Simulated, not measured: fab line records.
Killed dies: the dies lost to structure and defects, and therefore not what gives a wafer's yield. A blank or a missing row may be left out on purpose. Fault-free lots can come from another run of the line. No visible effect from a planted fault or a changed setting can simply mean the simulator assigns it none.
Code-filled problem report in 8D (eight disciplines) form + flow gf180mcu + the parts of the form that need people (team, actions taken, sign-off) are left out

== 1. THE PROBLEM ==
Wafers free of any fault read 1169.3 ohm/sq (standard deviation 2.8) for MVPSD_RS at GF_VT_IMPLANT_RS_MEAS_49, against a mean of 1212.5 ohm/sq on 6 wafers of 2 lots. Relative to the usual mean, that is a shift of +15 standard deviations.
The step: measures by four-point-probe.
First seen on wafer L718.2, day 11 23:52, on film metro-01. The record holds 39 wafers of 13 lots with a number at this step. Rule for "out" (also "out of limits"): further than 4 standard deviations from the usual mean. The other wafers with a number count as sound.

== 2. WHAT IT IS, AND WHAT IT ISN'T ==
| question                    | is                           | is not                                                              |
|-----------------------------|------------------------------|---------------------------------------------------------------------|
| which readings at this step | MVPSD_RS                     | -                                                                   |
| which lots                  | L718, L720                   | L703, L704, L707, L709, L710, L711, L712, L713, L715, L717, L719    |
| which wafers of those lots  | all that have a number       | -                                                                   |
| read on which gauges        | film metro-01, film metro-02 | film metro-03                                                       |
| when                        | from day 11 23:52            | up to then (30 sound wafers); but 3 sound wafers of L719 came after |

== 3. SUSPECTS, AND WHAT RULES EACH OUT ==
Counting: a tool stays on the suspect list if, at a process step up to the reading, it processed all lots that are out and no sound lot following the first of them.
- ruled out: the gauge at GF_VT_IMPLANT_RS_MEAS_49. Those wafers that are out were read across 2 gauges (film metro-01, film metro-02).
- implanter-04 at GF_MVPSD_IMPLANT_09: kept. It processed each lot that is out, first L718 at day 9 00:24, and no sound lot thereafter; up to then, the last sound lot it processed was L715 at day 8 07:39. Its own beam on s, faraday current uA readings are out on those wafers.
Remaining after the count: implanter-04 at GF_MVPSD_IMPLANT_09.

== 4. THE CAUSE (what the simulator had put in) ==
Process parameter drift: implanter-04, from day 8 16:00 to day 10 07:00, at GF_MVPSD_IMPLANT_09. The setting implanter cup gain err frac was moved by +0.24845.
The count eliminated every tool but this one.

== 5. THE EFFECT CHAIN, in route order ==
Rows list readings where the struck wafers' mean (over those with a number) sits beyond 3 standard deviations from the usual. Only readings for which the record gives a usual standard deviation are gone through. hours: the time from each lot's start at the first step in this table that gives one to its start at this step, as a median over the lots. sigmas: the change in usual standard deviations.
| hours | step                     | reading            | usual         | on struck wafers | change | sigmas |
|-------|--------------------------|--------------------|---------------|------------------|--------|--------|
| 0     | GF_MVPSD_IMPLANT_09      | beam on s          | 9.99 s        | 7.97             | -2.02  | -9.2   |
| 0     | GF_MVPSD_IMPLANT_09      | faraday current uA | 28.2          | 35.4             | +7.2   | +12    |
| 72    | GF_VT_IMPLANT_RS_MEAS_49 | MVPSD_RS           | 1169.3 ohm/sq | 1212.5           | +43.2  | +15    |
It contains these process steps:
- GF_MVPSD_IMPLANT_09

== 6. WHAT WOULD HAVE CAUGHT IT SOONER ==
The first out-of-limits reading at a measuring or inspecting step in this record came at day 11 23:52, 80 hours after the fault's start at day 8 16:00.
The tool's own readings at GF_MVPSD_IMPLANT_09 were out on every struck wafer that the step has a row for (beam on s, faraday current uA): an alarm limit on them would have fired on the first of those.
Lots out: 2; all had begun GF_MVPSD_IMPLANT_09 on implanter-04 by day 11 23:52. Holding the tool at that point would not have protected any of them.
